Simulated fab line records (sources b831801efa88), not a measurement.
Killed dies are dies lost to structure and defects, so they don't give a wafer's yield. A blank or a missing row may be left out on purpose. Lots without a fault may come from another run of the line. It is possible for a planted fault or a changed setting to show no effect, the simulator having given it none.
fab line records	flow gf180mcu
record: lots: 24	wafers: 72	lastDay: 34
route steps=602 shown M2@379 V2@399 V3@445 M4@459 V4@500
lots that met no fault: taken from a fault-free run of the same line
startH: the number of hours between the record's first day and the start of the first shown wafer of the lot	waitH: hours since the lot's step before	" repeats the value in the row above	L1.1+2: several wafers, shown together as one row	- no value present, or no start provided	* or withheld: withheld	< > ~ a bound
route shown NAME@n: names a module that has steps shown in the file, with the first one's number in the route	usual: mean/standard deviation taken from wafers without a fault	same: alike in all rows	chamber/n: place in a boat	sites: each site's reading	_std_site: standard deviation of those values	_edge_site: inner sites' mean taken away from outer sites' mean	radiusMm: how far each site lies from the wafer's centre	mask NAME#n: copy n	behind: the last tool/chamber to shape the wafer	hold: reason for holding the lot/hours on hold/outcome of the hold	device: the transistor (n, p or np) that didn't switch	end of line: tests of these same wafers at the route's end	step lacking rows: just its recipe	killed: at the first sort, the dies lost to defects and structure; wafer yield is something else	map: dies across one wafer; x = killed, . = not, _ = none there
set.NAME: the setting as run; set.NAME@STEP: as run at that earlier step	model.NAME: the simulator's own value behind a step, which no gauge read
one table for each step of the route and one row for each wafer, over a sample of lots
services: the hour from which a tool's chamber was out of use, counted from the record's first day as startH (under 0 if before that day), plus the number of hours and why
== steps ==
step: GF_M2_STRIP_17
recipe: chemistry: O2/N2	powerW: 1400	pressureMtorr: 1500	platenTempC: 250	o2FlowSccm: 3000	n2FlowSccm: 300	overashFraction: 0.5
usual: drypumpMotorCurrentA: 5.6/0.62	heaterPowerW: 335/28	oesProductAu: 0.557/0.005	stripTimeToEndpointS: 7.86/0.051
lot.wafer	tool	chamber	startH	waitH	drypumpMotorCurrentA	heaterPowerW	oesProductAu	rfHoursCounterH	stripTimeToEndpointS
L074.4	plasmaAsher-01	0	431.29	0.1	4.9	370	0.553	-	7.89
L074.5	"	1	"	"	5.8	334	0.557	-	7.94
L074.6	"	0	"	"	4.9	370	0.556	-	7.86
L075.2	plasmaAsher-03	1	446.21	0.1	6.2	351	0.560	84	7.87
L075.3	"	1	"	"	6.2	353	0.561	-	7.81
L075.6	"	0	"	"	5.1	286	0.562	-	7.84
L076.1	plasmaAsher-04	0	454.46	0.1	6.7	294	0.558	2	7.80
L076.4	"	0	"	"	6.7	296	0.558	-	7.85
L076.5	"	1	"	"	5.4	347	0.555	-	7.80
L077.1	plasmaAsher-04	0	460.97	0.1	6.7	297	0.552	3	7.85
L077.3	"	1	"	"	5.4	348	0.556	-	7.96
L077.4	"	0	"	"	6.7	296	0.560	-	7.86
L078.2	plasmaAsher-03	0	465.57	0.1	5.1	284	0.565	86	7.91
L078.3	"	0	"	"	5.1	290	0.567	-	8.01
L078.5	"	0	"	"	5.2	292	0.559	-	7.93
L079.1	plasmaAsher-03	1	486.79	0.1	6.2	358	0.553	88	7.78
L079.2	"	0	"	"	5.1	279	0.551	88	7.84
L079.3	"	0	"	"	5.2	290	0.549	-	7.81
L080.1	plasmaAsher-04	1	489.06	0.1	5.4	350	0.563	6	7.75
L080.2	"	0	"	"	6.7	297	0.557	6	7.74
L080.3	"	1	"	"	5.4	339	0.549	-	7.73
L081.1	plasmaAsher-04	0	498.01	0.1	6.7	294	0.550	7	7.89
L081.2	"	1	"	"	5.4	348	0.544	7	7.83
L081.4	"	0	"	"	6.7	289	0.560	-	7.90
L082.1	plasmaAsher-01	0	508.71	0.1	4.9	359	0.564	70	7.90
L082.3	"	1	"	"	5.8	330	0.561	-	7.92
L082.6	"	1	"	"	5.8	334	0.553	-	7.89
L083.2	plasmaAsher-04	1	518.95	0.1	5.4	350	0.556	9	7.79
L083.5	"	1	"	"	5.4	352	0.556	-	7.79
L083.6	"	0	"	"	6.7	292	0.550	-	7.82
L084.2	plasmaAsher-01	0	527.99	0.1	4.9	364	0.558	72	7.78
L084.4	"	0	"	"	4.9	374	0.559	-	7.84
L084.6	"	0	"	"	4.9	361	0.553	-	7.84
L085.1	plasmaAsher-01	0	538.51	0.1	4.8	367	0.557	73	7.85
L085.4	"	0	"	"	4.9	364	0.558	-	7.87
L085.6	"	0	"	"	4.9	363	0.557	-	7.83
L086.1	plasmaAsher-01	0	541.97	0.1	4.9	362	0.558	73	7.91
L086.2	"	1	"	"	5.8	331	0.559	73	7.96
L086.3	"	0	"	"	4.9	360	0.550	-	7.93
L087.1	plasmaAsher-03	1	559.01	0.1	6.2	346	0.561	96	7.85
L087.4	"	1	"	"	6.2	348	0.557	-	7.84
L087.5	"	1	"	"	6.2	352	0.558	-	7.84
L088.1	plasmaAsher-03	1	566.73	0.1	6.2	352	0.557	97	7.87
L088.3	"	1	"	"	6.2	359	0.560	-	7.86
L088.4	"	0	"	"	5.1	287	0.560	-	7.84
L089.2	plasmaAsher-04	0	572.06	0.1	6.7	295	0.560	15	7.83
L089.4	"	0	"	"	6.7	293	0.544	-	7.80
L089.5	"	1	"	"	5.4	354	0.548	-	7.87
L090.2	plasmaAsher-01	1	578.30	0.1	5.8	338	0.560	77	7.88
L090.3	"	1	"	"	5.8	330	0.560	-	7.89
L090.4	"	0	"	"	4.8	352	0.561	-	7.93
L091.3	plasmaAsher-04	1	586.95	0.1	5.4	352	0.558	-	7.87
L091.4	"	0	"	"	6.7	294	0.554	-	7.87
L091.5	"	0	"	"	6.7	291	0.556	-	7.86
L092.2	plasmaAsher-01	1	599.18	0.1	5.8	331	0.558	79	7.81
L092.3	"	1	"	"	5.8	333	0.549	-	7.82
L092.4	"	0	"	"	4.9	369	0.549	-	7.83
L093.1	plasmaAsher-01	1	602.92	0.1	5.8	331	0.554	79	7.80
L093.3	"	0	"	"	4.9	354	0.556	-	7.78
L093.5	"	1	"	"	5.8	331	0.561	-	7.80
L094.1	plasmaAsher-01	0	611.87	0.1	4.9	366	0.556	80	7.86
L094.4	"	1	"	"	5.8	331	0.566	-	7.87
L094.5	"	1	"	"	5.8	334	0.561	-	7.85
L095.4	plasmaAsher-01	1	615.85	0.1	5.8	338	0.562	-	7.98
L095.5	"	0	"	"	4.8	365	0.557	-	7.91
L095.6	"	1	"	"	5.8	334	0.557	-	7.99
L096.4	plasmaAsher-01	0	618.10	0.1	4.9	355	0.556	-	7.80
L096.5	"	0	"	"	4.9	363	0.551	-	7.83
L096.6	"	1	"	"	5.8	331	0.550	-	7.84
L097.1	plasmaAsher-01	0	625.41	0.1	4.9	356	0.556	82	7.83
L097.4	"	1	"	"	5.8	344	0.555	-	7.88
L097.5	"	0	"	"	4.9	372	0.559	-	7.89
step: GF_V2_ETCH_17
recipe: chemistry: C4F8/O2/Ar	maskMaterial: KrF	target: SiO2	stopOn: TiN	sourceW: 1516	biasW: 1200	pressureMtorr: 40	c4f8FlowSccm: withheld	O2_flow_sccm: 6	Ar_flow_sccm: 300	timeS: withheld	targetDepthA: 6300
usual: oesProductAu: 0.856/0.005
lot.wafer	tool	chamber	startH	waitH	oesProductAu
L074.4	rieDiel-02	3	-	-	0.855
L074.5	"	1	"	"	0.850
L074.6	"	0	"	"	0.859
L075.2	rieDiel-02	0	-	-	0.866
L075.3	"	3	"	"	0.853
L075.6	"	2	"	"	0.854
L076.1	rieDiel-01	3	-	-	0.848
L076.4	"	0	"	"	0.860
L076.5	"	3	"	"	0.861
L077.1	rieDiel-02	0	-	-	0.853
L077.3	"	2	"	"	0.856
L077.4	"	2	"	"	0.853
L078.2	rieDiel-01	2	-	-	0.848
L078.3	"	3	"	"	0.868
L078.5	"	3	"	"	0.861
L079.1	rieDiel-01	0	-	-	0.860
L079.2	"	2	"	"	0.861
L079.3	"	3	"	"	0.857
L080.1	rieDiel-01	1	-	-	0.854
L080.2	"	3	"	"	0.852
L080.3	"	0	"	"	0.865
L081.1	rieDiel-02	3	-	-	0.850
L081.2	"	2	"	"	0.860
L081.4	"	1	"	"	0.859
L082.1	rieDiel-02	2	-	-	0.862
L082.3	"	1	"	"	0.852
L082.6	"	3	"	"	0.852
L083.2	rieDiel-02	2	-	-	0.860
L083.5	"	1	"	"	0.861
L083.6	"	2	"	"	0.855
L084.2	rieDiel-02	0	-	-	0.866
L084.4	"	3	"	"	0.849
L084.6	"	0	"	"	0.857
L085.1	rieDiel-03	2	-	-	0.849
L085.4	"	1	"	"	0.857
L085.6	"	2	"	"	0.847
L086.1	rieDiel-02	3	-	-	0.859
L086.2	"	1	"	"	0.859
L086.3	"	2	"	"	0.855
L087.1	rieDiel-02	3	-	-	0.852
L087.4	"	0	"	"	0.866
L087.5	"	1	"	"	0.852
L088.1	rieDiel-02	1	-	-	0.852
L088.3	"	2	"	"	0.857
L088.4	"	0	"	"	0.858
L089.2	rieDiel-01	3	-	-	0.856
L089.4	"	0	"	"	0.855
L089.5	"	2	"	"	0.856
L090.2	rieDiel-03	2	-	-	0.858
L090.3	"	0	"	"	0.859
L090.4	"	3	"	"	0.862
L091.3	rieDiel-01	2	-	-	0.852
L091.4	"	2	"	"	0.862
L091.5	"	3	"	"	0.854
L092.2	rieDiel-02	1	-	-	0.858
L092.3	"	0	"	"	0.855
L092.4	"	3	"	"	0.863
L093.1	rieDiel-01	2	-	-	0.850
L093.3	"	1	"	"	0.849
L093.5	"	0	"	"	0.862
L094.1	rieDiel-02	2	-	-	0.862
L094.4	"	3	"	"	0.855
L094.5	"	0	"	"	0.855
L095.4	rieDiel-01	3	-	-	0.855
L095.5	"	2	"	"	0.865
L095.6	"	3	"	"	0.849
L096.4	rieDiel-01	0	-	-	0.850
L096.5	"	2	"	"	0.859
L096.6	"	0	"	"	0.862
L097.1	rieDiel-02	0	-	-	0.853
L097.4	"	2	"	"	0.860
L097.5	"	1	"	"	0.855
step: GF_V3_ETCH_16
recipe: chemistry: N2/H2	targetDepthA: withheld	overetchA: withheld	timeS: withheld	target: BARC	ionEnergyEv: 200	sourceW: 500	biasW: 100	pressureMtorr: 30	n2FlowSccm: 100	h2FlowSccm: 200
usual: drypumpMotorCurrentA: 5.7/0.56	oesProductAu: 0.855/0.0046	throttleValvePct: 13.224/0.008
lot.wafer	tool	chamber	startH	waitH	drypumpMotorCurrentA	oesProductAu	throttleValvePct
L074.4	rieDiel-04	3	507.76	0.0	5.5	0.863	13.226
L074.5	"	3	"	"	5.5	0.852	13.237
L074.6	"	2	"	"	5.5	0.866	13.231
L075.2	rieDiel-01	1	522.52	0.0	6.2	0.846	13.232
L075.3	"	0	"	"	4.9	0.857	13.212
L075.6	"	0	"	"	4.9	0.852	13.223
L076.1	rieDiel-04	0	529.67	0.0	6.8	0.856	13.225
L076.4	"	0	"	"	6.8	0.857	13.227
L076.5	"	2	"	"	5.5	0.861	13.201
L077.1	rieDiel-02	2	536.55	0.0	5.8	0.853	13.228
L077.3	"	0	"	"	5.3	0.860	13.225
L077.4	"	1	"	"	5.0	0.851	13.219
L078.2	rieDiel-02	1	540.82	0.0	4.9	0.865	13.227
L078.3	"	2	"	"	5.8	0.846	13.233
L078.5	"	1	"	"	4.9	0.850	13.232
L079.1	rieDiel-02	0	559.47	0.0	5.3	0.853	13.226
L079.2	"	1	"	"	5.0	0.856	13.230
L079.3	"	3	"	"	6.0	0.858	13.218
L080.1	rieDiel-01	2	562.42	0.0	6.3	0.852	13.226
L080.2	"	3	"	"	6.4	0.857	13.230
L080.3	"	0	"	"	4.9	0.849	13.224
L081.1	rieDiel-02	2	571.60	0.0	5.8	0.859	13.228
L081.2	"	0	"	"	5.3	0.859	13.213
L081.4	"	0	"	"	5.3	0.866	13.223
L082.1	rieDiel-04	1	581.60	0.0	5.6	0.853	13.229
L082.3	"	3	"	"	5.5	0.852	13.233
L082.6	"	3	"	"	5.5	0.854	13.222
L083.2	rieDiel-04	1	590.09	0.0	5.5	0.862	13.217
L083.5	"	1	"	"	5.5	0.858	13.230
L083.6	"	0	"	"	6.7	0.854	13.212
L084.2	rieDiel-02	0	598.72	0.0	5.3	0.860	13.217
L084.4	"	2	"	"	5.8	0.849	13.228
L084.6	"	3	"	"	6.0	0.860	13.231
L085.1	rieDiel-02	0	608.49	0.0	5.3	0.855	13.238
L085.4	"	2	"	"	5.8	0.856	13.235
L085.6	"	2	"	"	5.8	0.854	13.210
L086.1	rieDiel-01	2	611.29	0.0	6.3	0.855	13.230
L086.2	"	3	"	"	6.4	0.858	13.214
L086.3	"	0	"	"	4.9	0.861	13.220
L087.1	rieDiel-04	3	627.29	0.0	5.5	0.854	13.225
L087.4	"	0	"	"	6.7	0.854	13.217
L087.5	"	3	"	"	5.5	0.849	13.230
L088.1	rieDiel-04	3	634.64	0.0	5.5	0.848	13.230
L088.3	"	2	"	"	5.5	0.861	13.222
L088.4	"	0	"	"	6.7	0.849	13.225
L089.2	rieDiel-02	2	640.34	0.0	5.8	0.855	13.222
L089.4	"	0	"	"	5.3	0.851	13.228
L089.5	"	1	"	"	5.0	0.858	13.232
L090.2	rieDiel-01	2	643.99	0.0	6.2	0.856	13.216
L090.3	"	2	"	"	6.2	0.860	13.225
L090.4	"	0	"	"	4.9	0.854	13.230
L091.3	rieDiel-01	0	653.34	0.1	4.9	0.853	13.212
L091.4	"	0	"	"	4.9	0.856	13.201
L091.5	"	0	"	"	4.9	0.861	13.225
L092.2	rieDiel-02	1	663.04	0.0	5.0	0.854	13.218
L092.3	"	2	"	"	5.8	0.856	13.218
L092.4	"	0	"	"	5.3	0.859	13.237
L093.1	rieDiel-02	3	668.14	0.0	6.0	0.855	13.228
L093.3	"	1	"	"	5.0	0.851	13.227
L093.5	"	0	"	"	5.3	0.856	13.226
L094.1	rieDiel-01	1	677.34	0.0	6.2	0.858	13.219
L094.4	"	3	"	"	6.4	0.854	13.203
L094.5	"	0	"	"	4.9	0.855	13.232
L095.4	rieDiel-04	0	678.79	0.0	6.7	0.850	13.203
L095.5	"	1	"	"	5.5	0.852	13.225
L095.6	"	0	"	"	6.7	0.857	13.220
L096.4	rieDiel-04	1	681.42	0.0	5.5	0.863	13.224
L096.5	"	1	"	"	5.5	0.845	13.213
L096.6	"	0	"	"	6.7	0.856	13.230
L097.1	rieDiel-04	0	687.49	0.0	6.7	0.850	13.226
L097.4	"	1	"	"	5.5	0.859	13.219
L097.5	"	0	"	"	6.8	0.865	13.224
step: GF_V3_THK_MEAS_25
recipe: thkMeasGauge: xrf	reads: W_of_V3_CVD_23
usual: V3_W_THK: 332/6.1
lot.wafer	tool	chamber	startH	waitH	V3_W_THK[nm]
L074.4	filmMetro-01	-	508.94	0.1	323
L074.5	"	-	"	"	331
L074.6	"	-	"	"	329
L075.2	filmMetro-03	-	523.53	0.1	329
L075.3	"	-	"	"	331
L075.6	"	-	"	"	337
L076.1	filmMetro-01	-	530.67	0.1	325
L076.4	"	-	"	"	332
L076.5	"	-	"	"	329
L077.1	filmMetro-02	-	537.54	0.1	323
L077.3	"	-	"	"	341
L077.4	"	-	"	"	332
L078.2	filmMetro-01	-	541.83	0.1	330
L078.3	"	-	"	"	329
L078.5	"	-	"	"	317
L079.1	filmMetro-01	-	560.60	0.1	326
L079.2	"	-	"	"	327
L079.3	"	-	"	"	331
L080.1	filmMetro-01	-	563.54	0.1	333
L080.2	"	-	"	"	330
L080.3	"	-	"	"	328
L081.1	filmMetro-02	-	572.59	0.1	343
L081.2	"	-	"	"	335
L081.4	"	-	"	"	336
L082.1	filmMetro-01	-	582.59	0.1	331
L082.3	"	-	"	"	320
L082.6	"	-	"	"	330
L083.2	filmMetro-03	-	591.09	0.1	336
L083.5	"	-	"	"	336
L083.6	"	-	"	"	326
L084.2	filmMetro-01	-	599.73	0.1	330
L084.4	"	-	"	"	329
L084.6	"	-	"	"	336
L085.1	filmMetro-01	-	609.48	0.1	336
L085.4	"	-	"	"	331
L085.6	"	-	"	"	328
L086.1	filmMetro-01	-	612.37	0.1	333
L086.2	"	-	"	"	329
L086.3	"	-	"	"	322
L087.1	filmMetro-01	-	628.40	0.1	332
L087.4	"	-	"	"	334
L087.5	"	-	"	"	325
L088.1	filmMetro-01	-	635.73	0.1	325
L088.3	"	-	"	"	326
L088.4	"	-	"	"	337
L089.2	filmMetro-02	-	641.46	0.1	333
L089.4	"	-	"	"	331
L089.5	"	-	"	"	341
L090.2	filmMetro-02	-	645.17	0.1	337
L090.3	"	-	"	"	331
L090.4	"	-	"	"	330
L091.3	filmMetro-02	-	654.92	0.1	336
L091.4	"	-	"	"	340
L091.5	"	-	"	"	340
L092.2	filmMetro-02	-	664.04	0.1	341
L092.3	"	-	"	"	338
L092.4	"	-	"	"	336
L093.1	filmMetro-01	-	669.14	0.1	337
L093.3	"	-	"	"	323
L093.5	"	-	"	"	327
L094.1	filmMetro-01	-	678.34	0.1	330
L094.4	"	-	"	"	329
L094.5	"	-	"	"	330
L095.4	filmMetro-02	-	679.82	0.1	337
L095.5	"	-	"	"	341
L095.6	"	-	"	"	341
L096.4	filmMetro-02	-	682.45	0.1	340
L096.5	"	-	"	"	336
L096.6	"	-	"	"	338
L097.1	filmMetro-03	-	688.48	0.1	338
L097.4	"	-	"	"	340
L097.5	"	-	"	"	345
step: GF_M4_SPUTTER_03
recipe: material: Ti	targetThkNm: 10	substrateTempC: 300	chamberPressurePa: 0.3	powerW: 3000	timeS: 6.7
usual: throttleValvePct: 30.2/1
lot.wafer	tool	chamber	startH	waitH	throttleValvePct
L074.4	pvdSputter-02	-	509.61	0.0	29.1
L074.5	"	-	"	"	30.3
L074.6	"	-	"	"	29.6
L075.2	pvdSputter-02	-	524.04	0.0	30.5
L075.3	"	-	"	"	29.1
L075.6	"	-	"	"	30.0
L076.1	pvdSputter-04	-	531.19	0.0	30.7
L076.4	"	-	"	"	29.6
L076.5	"	-	"	"	29.8
L077.1	pvdSputter-04	-	538.06	0.0	29.0
L077.3	"	-	"	"	30.9
L077.4	"	-	"	"	30.9
L078.2	pvdSputter-04	-	542.34	0.0	30.8
L078.3	"	-	"	"	31.0
L078.5	"	-	"	"	31.0
L079.1	pvdSputter-04	-	561.12	0.0	30.7
L079.2	"	-	"	"	29.6
L079.3	"	-	"	"	31.2
L080.1	pvdSputter-02	-	564.06	0.0	30.5
L080.2	"	-	"	"	29.0
L080.3	"	-	"	"	29.4
L081.1	pvdSputter-02	-	573.11	0.0	30.5
L081.2	"	-	"	"	28.9
L081.4	"	-	"	"	29.6
L082.1	pvdSputter-04	-	583.38	0.0	29.2
L082.3	"	-	"	"	30.8
L082.6	"	-	"	"	29.2
L083.2	pvdSputter-01	-	593.10	0.0	32.6
L083.5	"	-	"	"	30.2
L083.6	"	-	"	"	32.4
L084.2	pvdSputter-02	-	600.24	0.0	30.5
L084.4	"	-	"	"	28.8
L084.6	"	-	"	"	29.6
L085.1	pvdSputter-01	-	610.02	0.0	29.6
L085.4	"	-	"	"	31.9
L085.6	"	-	"	"	29.7
L086.1	pvdSputter-02	-	612.89	0.0	30.5
L086.2	"	-	"	"	29.1
L086.3	"	-	"	"	29.4
L087.1	pvdSputter-04	-	629.11	0.0	31.0
L087.4	"	-	"	"	29.7
L087.5	"	-	"	"	31.0
L088.1	pvdSputter-04	-	636.25	0.0	29.4
L088.3	"	-	"	"	31.0
L088.4	"	-	"	"	29.6
L089.2	pvdSputter-02	-	641.97	0.0	29.9
L089.4	"	-	"	"	30.5
L089.5	"	-	"	"	29.7
L090.2	pvdSputter-01	-	645.68	0.0	29.6
L090.3	"	-	"	"	31.9
L090.4	"	-	"	"	30.2
L091.3	pvdSputter-01	-	655.42	0.0	29.6
L091.4	"	-	"	"	32.5
L091.5	"	-	"	"	32.4
L092.2	pvdSputter-01	-	664.55	0.0	29.5
L092.3	"	-	"	"	31.6
L092.4	"	-	"	"	32.6
L093.1	pvdSputter-04	-	669.66	0.0	29.2
L093.3	"	-	"	"	29.7
L093.5	"	-	"	"	31.0
L094.1	pvdSputter-02	-	678.86	0.0	29.2
L094.4	"	-	"	"	30.1
L094.5	"	-	"	"	29.7
L095.4	pvdSputter-01	-	680.31	0.0	29.5
L095.5	"	-	"	"	29.6
L095.6	"	-	"	"	32.5
L096.4	pvdSputter-04	-	682.94	0.0	31.2
L096.5	"	-	"	"	29.8
L096.6	"	-	"	"	29.4
L097.1	pvdSputter-02	-	689.01	0.0	29.5
L097.4	"	-	"	"	29.9
L097.5	"	-	"	"	30.8
step: GF_V4_RS_MEAS_24
recipe: thkMeasGauge: four-point-probe	reads: W_of_V4_CVD_23+TiN_of_V4_SPUTTER_22+Ti_of_V4_SPUTTER_21
usual: V4_W_RS: 0.327/0.0039
lot.wafer	tool	chamber	startH	waitH	V4_W_RS[ohm/sq]
L074.4	filmMetro-04	-	558.47	0.1	0.322
L074.5	"	-	"	"	0.328
L074.6	"	-	"	"	0.323
L075.2	filmMetro-04	-	571.75	0.1	0.329
L075.3	"	-	"	"	0.330
L075.6	"	-	"	"	0.328
L076.1	filmMetro-02	-	579.30	0.1	0.328
L076.4	"	-	"	"	0.327
L076.5	"	-	"	"	0.325
L077.1	filmMetro-02	-	584.70	0.1	0.333
L077.3	"	-	"	"	0.335
L077.4	"	-	"	"	0.327
L078.2	filmMetro-03	-	588.75	0.1	0.331
L078.3	"	-	"	"	0.325
L078.5	"	-	"	"	0.325
L079.1	filmMetro-03	-	605.90	0.1	0.328
L079.2	"	-	"	"	0.322
L079.3	"	-	"	"	0.326
L080.1	filmMetro-02	-	610.01	0.1	0.324
L080.2	"	-	"	"	0.330
L080.3	"	-	"	"	0.324
L081.1	filmMetro-04	-	617.97	0.1	0.335
L081.2	"	-	"	"	0.325
L081.4	"	-	"	"	0.335
L082.1	filmMetro-02	-	628.20	0.1	0.325
L082.3	"	-	"	"	0.323
L082.6	"	-	"	"	0.330
L083.2	filmMetro-04	-	637.27	0.1	0.323
L083.5	"	-	"	"	0.321
L083.6	"	-	"	"	0.321
L084.2	filmMetro-04	-	643.68	0.1	0.322
L084.4	"	-	"	"	0.330
L084.6	"	-	"	"	0.333
L085.1	filmMetro-03	-	652.66	0.1	0.321
L085.4	"	-	"	"	0.324
L085.6	"	-	"	"	0.326
L086.1	filmMetro-04	-	656.70	0.1	0.325
L086.2	"	-	"	"	0.325
L086.3	"	-	"	"	0.327
L087.1	filmMetro-02	-	670.77	0.1	0.329
L087.4	"	-	"	"	0.327
L087.5	"	-	"	"	0.321
L088.1	filmMetro-03	-	677.80	0.1	0.329
L088.3	"	-	"	"	0.329
L088.4	"	-	"	"	0.332
L089.2	filmMetro-03	-	682.93	0.1	0.322
L089.4	"	-	"	"	0.330
L089.5	"	-	"	"	0.323
L090.2	filmMetro-04	-	686.92	0.1	0.328
L090.3	"	-	"	"	0.330
L090.4	"	-	"	"	0.327
L091.3	filmMetro-03	-	696.34	0.1	0.326
L091.4	"	-	"	"	0.318
L091.5	"	-	"	"	0.326
L092.2	filmMetro-03	-	705.15	0.1	0.323
L092.3	"	-	"	"	0.325
L092.4	"	-	"	"	0.325
L093.1	filmMetro-03	-	709.59	0.1	0.326
L093.3	"	-	"	"	0.329
L093.5	"	-	"	"	0.327
L094.1	filmMetro-02	-	718.88	0.1	0.330
L094.4	"	-	"	"	0.321
L094.5	"	-	"	"	0.324
L095.4	filmMetro-03	-	719.77	0.1	0.329
L095.5	"	-	"	"	0.330
L095.6	"	-	"	"	0.333
L096.4	filmMetro-04	-	722.27	0.1	0.326
L096.5	"	-	"	"	0.324
L096.6	"	-	"	"	0.328
L097.1	filmMetro-02	-	727.10	0.1	0.323
L097.4	"	-	"	"	0.319
L097.5	"	-	"	"	0.328
== services ==
tool	chamber	startH	hours	kind
rieDiel-02	-	411.30	3.6	repair
rieDiel-04	2	417.34	10.1	repair
rieDiel-04	1	444.00	4.0	repair
plasmaAsher-01	-	447.86	2.8	pm
rieDiel-04	2	462.06	29.4	repair
rieDiel-02	0	475.32	2.9	repair
rieDiel-04	1	477.87	45.8	repair
plasmaAsher-01	-	483.98	15.6	pm
rieDiel-04	0	502.30	14.4	repair
rieDiel-04	3	515.71	3.5	repair
rieDiel-04	0	518.91	9.4	repair
rieDiel-01	3	531.99	3.9	repair
rieDiel-04	2	546.57	6.4	repair
rieDiel-01	1	554.57	8.3	repair
rieDiel-02	0	560.25	5.1	repair
plasmaAsher-01	-	566.69	2.2	repair
rieDiel-02	1	571.56	2.8	repair
pvdSputter-04	-	577.63	2.6	repair
rieDiel-04	3	592.69	3.0	repair
rieDiel-01	1	604.88	7.9	repair
rieDiel-01	3	638.48	15.9	repair
rieDiel-02	0	642.35	2.6	repair
rieDiel-01	2	647.55	51.9	repair
rieDiel-02	-	688.78	2.4	repair
== key ==
fault none
